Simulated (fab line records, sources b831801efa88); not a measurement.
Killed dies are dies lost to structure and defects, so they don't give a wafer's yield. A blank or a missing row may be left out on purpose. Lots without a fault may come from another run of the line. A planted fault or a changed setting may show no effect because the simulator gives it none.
fab line records | flow gf180mcu
record lots=8 wafers=24 last_day=30
route steps=602 shown POLY_GATE@167 PSD@257 SAB@264
lots that met no fault: from a run of the same line without faults
start_h: hours from the record's first day to the start of the lot's first wafer shown | wait_h: hours since the lot's step before | " the same as in the row above | L1.1+2: a row that stands for several wafers | - no value, or no start given | * or withheld: withheld | < > ~ a bound
route shown NAME@n: a module of which the file shows steps, and the number in the route of the first | usual: mean/standard deviation of fault-free wafers | same: alike in all rows | chamber/n: place in a boat | sites: the reading at each site | _std_site: their standard deviation | _edge_site: outer sites' mean less inner sites' | radius_mm: how far each site lies from the wafer's centre | mask NAME#n: copy n | behind: the tool/chamber that last shaped the wafer | hold: why the lot was held/for how many hours/how that ended | device: the transistor (n, p or np) that didn't switch | end of line: the same wafers' tests at the end of the route | a step without rows: its recipe alone | killed: dies lost to structure and defects at the first sort, not the wafer's yield | map: a wafer's dies, x killed, . not, _ none there
set.NAME: the setting as run; set.NAME@STEP: as run at that earlier step | model.NAME: the simulator's own value behind a step, which no gauge read
steps of the route over a sample of lots; a table a step, a row a wafer
services: from which hour (start_h, from the record's first day; less than 0 if before it) a tool's chamber was out of use, for how many hours, and why
## steps
# step GF_POLY_GATE_CD_MEAS_10
# recipe target_cd_nm=280
# usual cd_nm=279.5/1.2
# columns lot.wafer tool chamber start_h wait_h cd_nm
L542.2 cd_sem-02 - 198.68 0.1 279.9
L542.4 " - " " 281.0
L542.6 " - " " 281.6
L543.1 cd_sem-01 - 214.51 0.1 279.7
L543.4 " - " " 278.4
L543.6 " - " " 278.6
L545.1 cd_sem-01 - 227.59 0.1 278.9
L545.4 " - " " 279.3
L545.6 " - " " 280.0
L544.1 cd_sem-01 - 229.41 0.1 278.3
L544.5 " - " " 278.0
L544.6 " - " " 278.0
L547.1 cd_sem-01 - 240.66 0.1 280.0
L547.2 " - " " 278.4
L547.4 " - " " 278.6
L551.4 cd_sem-02 - 268.80 0.1 281.5
L551.5 " - " " 282.3
L551.6 " - " " 281.9
L553.1 cd_sem-02 - 277.04 0.1 279.7
L553.3 " - " " 278.7
L553.6 " - " " 279.6
L554.1 cd_sem-01 - 290.51 0.1 279.5
L554.3 " - " " 280.6
L554.5 " - " " 278.8
# step GF_POLY_GATE_OVL_MEAS_11
# usual POLY_GATE_OVL=-4/4.8
# columns lot.wafer tool chamber start_h wait_h POLY_GATE_OVL[nm]
L542.2 overlay-02 - 198.79 0.1 -8
L542.4 " - " " -7
L542.6 " - " " -1
L543.1 overlay-02 - 214.63 0.1 -14
L543.4 " - " " -9
L543.6 " - " " 1
L545.1 overlay-02 - 227.71 0.1 5
L545.4 " - " " -9
L545.6 " - " " -7
L544.1 overlay-01 - 229.53 0.1 -8
L544.5 " - " " 0
L544.6 " - " " -3
L547.1 overlay-02 - 240.78 0.1 -4
L547.2 " - " " -3
L547.4 " - " " -3
L551.4 overlay-02 - 268.88 0.1 -11
L551.5 " - " " -3
L551.6 " - " " -10
L553.1 overlay-01 - 277.16 0.1 -6
L553.3 " - " " -2
L553.6 " - " " 3
L554.1 overlay-01 - 290.63 0.1 -3
L554.3 " - " " -2
L554.5 " - " " -4
# step GF_PSD_IMPLANT_09
# recipe species=BF2 energy_kev=40 dose_cm2=1.5e+15 tilt_deg=7
# usual faraday_current_uA=8285/160 implant_ion_amu=49/0
# columns lot.wafer tool chamber start_h wait_h faraday_current_uA implant_ion_amu
L542.2 implanter-01 0 321.84 0.0 8281 49
L542.4 " 0 " " 8022 49
L542.6 " 0 " " 8156 49
L543.1 implanter-01 0 340.86 0.0 8173 49
L543.4 " 0 " " 8126 49
L543.6 " 0 " " 8157 49
L545.1 implanter-04 0 355.51 0.0 8106 49
L545.4 " 0 " " 8098 49
L545.6 " 0 " " 7994 49
L544.1 implanter-04 0 359.27 0.0 8218 49
L544.5 " 0 " " 8257 49
L544.6 " 0 " " 8659 49
L547.1 implanter-03 0 370.92 0.0 8315 49
L547.2 " 0 " " 8320 49
L547.4 " 0 " " 8273 49
L551.4 implanter-01 0 411.59 0.1 8046 11
L551.5 " 0 " " 8194 11
L551.6 " 0 " " 8363 11
L553.1 implanter-01 0 417.16 0.0 8097 11
L553.3 " 0 " " 8204 11
L553.6 " 0 " " 8342 11
L554.1 implanter-03 0 432.26 0.0 8336 11
L554.3 " 0 " " 8121 11
L554.5 " 0 " " 8624 11
# step GF_PSD_STRIP_10
# recipe chemistry=O2/N2 power_w=1400 pressure_mtorr=1500 platen_temp_c=250 o2_flow_sccm=3000 n2_flow_sccm=300 overash_fraction=0.5
# usual drypump_motor_current_A=5.5/0.45 heater_power_w=354/41 oes_product_au=0.592/0.0044 strip_time_to_endpoint_s=16.53/0.042
# columns lot.wafer tool chamber start_h wait_h drypump_motor_current_A heater_power_w oes_product_au rf_hours_counter_h strip_time_to_endpoint_s
L542.2 plasma_asher-03 1 321.96 0.1 4.9 300 0.596 70 16.52
L542.4 " 0 " " 6.1 403 0.604 - 16.51
L542.6 " 1 " " 4.8 296 0.602 - 16.53
L543.1 plasma_asher-04 0 341.01 0.1 5.1 348 0.583 53 16.49
L543.4 " 0 " " 5.1 367 0.596 - 16.48
L543.6 " 0 " " 5.1 360 0.589 - 16.46
L545.1 plasma_asher-03 1 355.66 0.1 4.8 301 0.589 74 16.49
L545.4 " 0 " " 5.9 410 0.595 - 16.52
L545.6 " 0 " " 6.0 406 0.587 - 16.50
L544.1 plasma_asher-04 1 359.42 0.1 5.6 388 0.594 55 16.55
L544.5 " 0 " " 5.1 366 0.594 - 16.56
L544.6 " 1 " " 5.6 394 0.589 - 16.52
L547.1 plasma_asher-03 0 371.07 0.1 6.0 402 0.594 75 16.52
L547.2 " 1 " " 4.8 301 0.595 75 16.56
L547.4 " 0 " " 6.0 415 0.593 - 16.53
L551.4 plasma_asher-04 0 411.70 0.1 5.1 363 0.634 - 14.83
L551.5 " 0 " " 5.1 355 0.631 - 14.82
L551.6 " 1 " " 5.6 383 0.631 - 14.91
L553.1 plasma_asher-03 1 417.31 0.1 4.9 294 0.636 80 14.95
L553.3 " 1 " " 4.8 305 0.632 - 14.90
L553.6 " 1 " " 4.9 296 0.628 - 14.86
L554.1 plasma_asher-03 1 432.41 0.1 4.8 307 0.626 82 14.85
L554.3 " 0 " " 6.0 406 0.624 - 14.85
L554.5 " 0 " " 6.0 415 0.637 - 14.84
# step GF_PSD_TW_MEAS_11
# usual PSD_TW=3167/26
# columns lot.wafer tool chamber start_h wait_h hold PSD_TW
L542.2 film_metro-04 - 322.07 0.1 - 3199
L542.4 " - " " - 3217
L542.6 " - " " - 3199
L543.1 film_metro-02 - 341.11 0.1 - 3159
L543.4 " - " " - 3166
L543.6 " - " " - 3143
L545.1 film_metro-02 - 355.76 0.1 - 3174
L545.4 " - " " - 3162
L545.6 " - " " - 3174
L544.1 film_metro-02 - 359.52 0.1 - 3181
L544.5 " - " " - 3166
L544.6 " - " " - 3169
L547.1 film_metro-03 - 371.17 0.1 - 3144
L547.2 " - " " - 3157
L547.4 " - " " - 3139
L551.4 film_metro-04 - 411.80 0.1 await_dispo/0.2h/release 2181
L551.5 " - " " await_dispo/0.2h/release 2166
L551.6 " - " " await_dispo/0.2h/release 2177
L551.4 film_metro-04 - 412.02 0.2 - 2170
L551.5 " - " " - 2173
L551.6 " - " " - 2170
L553.1 film_metro-03 - 417.41 0.1 await_dispo/0.2h/release 2121
L553.3 " - " " await_dispo/0.2h/release 2127
L553.6 " - " " await_dispo/0.2h/release 2120
L553.1 film_metro-03 - 417.64 0.2 - 2127
L553.3 " - " " - 2116
L553.6 " - " " - 2130
L554.1 film_metro-03 - 432.51 0.1 await_dispo/0.2h/release 2123
L554.3 " - " " await_dispo/0.2h/release 2122
L554.5 " - " " await_dispo/0.2h/release 2134
L554.1 film_metro-03 - 432.74 0.2 - 2134
L554.3 " - " " - 2139
L554.5 " - " " - 2129
# step GF_PSD_RS_MEAS_15
# recipe thk_meas_gauge=four-point-probe
# usual PSD_RS=108.41/0.28
# columns lot.wafer tool chamber start_h wait_h hold PSD_RS[ohm/sq]
L542.2 film_metro-04 - 322.39 0.1 - 108.58
L542.4 " - " " - 108.57
L542.6 " - " " - 108.20
L543.1 film_metro-04 - 341.42 0.1 - 108.05
L543.4 " - " " - 108.34
L543.6 " - " " - 108.01
L545.1 film_metro-03 - 356.08 0.1 - 108.23
L545.4 " - " " - 108.14
L545.6 " - " " - 108.66
L544.1 film_metro-04 - 359.84 0.1 - 108.18
L544.5 " - " " - 108.03
L544.6 " - " " - 108.03
L547.1 film_metro-03 - 371.53 0.1 - 107.99
L547.2 " - " " - 108.29
L547.4 " - " " - 108.19
L551.4 film_metro-04 - 415.78 0.1 await_dispo/0.2h/release 78.85
L551.5 " - " " await_dispo/0.2h/release 79.23
L551.6 " - " " await_dispo/0.2h/release 78.67
L551.4 film_metro-04 - 416.07 0.3 - 79.11
L551.5 " - " " - 79.36
L551.6 " - " " - 78.60
L553.1 film_metro-04 - 421.51 0.1 await_dispo/0.2h/release 78.29
L553.3 " - " " await_dispo/0.2h/release 78.70
L553.6 " - " " await_dispo/0.2h/release 78.73
L553.1 film_metro-04 - 421.82 0.3 - 78.55
L553.3 " - " " - 78.48
L553.6 " - " " - 78.72
L554.1 film_metro-02 - 434.63 0.1 await_dispo/0.2h/release 78.89
L554.3 " - " " await_dispo/0.2h/release 78.93
L554.5 " - " " await_dispo/0.2h/release 79.01
L554.1 film_metro-02 - 434.93 0.3 - 78.88
L554.3 " - " " - 78.77
L554.5 " - " " - 78.95
# step GF_SAB_CVD_00
# recipe material=SiO2 target_thk_nm=50 precursor=TEOS temp_c=400 time_s=4.9302 rf_w=600
# usual heater_power_w=675/95 rf_fwd_power_W=589/3.6
# columns lot.wafer tool chamber start_h wait_h heater_power_w rf_fwd_power_W
L542.2 pecvd-01 2 322.49 0.1 530 585
L542.4 " 0 " " 649 590
L542.6 " 2 " " 505 589
L543.1 pecvd-03 0 341.54 0.1 661 593
L543.4 " 0 " " 656 592
L543.6 " 2 " " 786 588
L545.1 pecvd-03 2 356.20 0.1 686 591
L545.4 " 2 " " 710 588
L545.6 " 0 " " 740 592
L544.1 pecvd-03 2 359.96 0.1 737 589
L544.5 " 1 " " 796 590
L544.6 " 0 " " 651 590
L547.1 pecvd-01 2 371.65 0.1 546 587
L547.2 " 0 " " 650 591
L547.4 " 0 " " 635 590
## services
# columns tool chamber start_h hours kind
pecvd-03 0 301.13 4.7 repair
implanter-01 - 314.91 3.3 repair
pecvd-01 - 360.72 5.5 pm
pecvd-03 - 368.88 14.0 pm
pecvd-03 0 368.88 14.0 vent_cycle
pecvd-03 1 368.88 14.0 vent_cycle
pecvd-03 2 368.88 14.0 vent_cycle
implanter-01 - 379.56 1.5 repair
pecvd-03 0 382.88 - clean
pecvd-03 1 382.88 - clean
pecvd-03 2 382.88 - clean
implanter-01 - 398.92 5.3 repair
implanter-01 - 398.96 1.6 repair
pecvd-03 0 410.17 - calibration
pecvd-01 - 410.68 6.0 pm
implanter-03 - 419.97 1.1 repair
## key
first_sign step=GF_PSD_IMPLANT_09 reading=implant_ion_amu direction=down sigmas=99+ usual=49 struck=11
effect step=GF_PSD_STRIP_10 reading=strip_time_to_endpoint_s direction=down sigmas=40 usual=* struck=*
effect step=GF_PSD_TW_MEAS_11 reading=visit direction=added
effect step=GF_PSD_TW_MEAS_11 reading=PSD_TW direction=down sigmas=40 usual=3167 struck=2141
effect step=GF_PSD_RS_MEAS_15 reading=visit direction=added
effect step=GF_PSD_RS_MEAS_15 reading=PSD_RS direction=down sigmas=99+ usual=108.41 struck=78.81
met_at GF_PSD_IMPLANT_09
struck_lots L551,L553,L554
scrapped_behind GF_PSD_RS_MEAS_15 L551.4,L551.5,L551.6,L553.1,L553.3,L553.6,L554.1,L554.3,L554.5
not_acting_at GF_POLY_GATE_CD_MEAS_10,GF_POLY_GATE_OVL_MEAS_11,GF_SAB_CVD_00
onset_between 370.92 411.59
fault kind=wrong_recipe_download tool=implanter-01,implanter-03,implanter-04 chamber=- onset_h=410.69 steps=GF_PSD_IMPLANT_09 wrong_recipe.not_listed=1
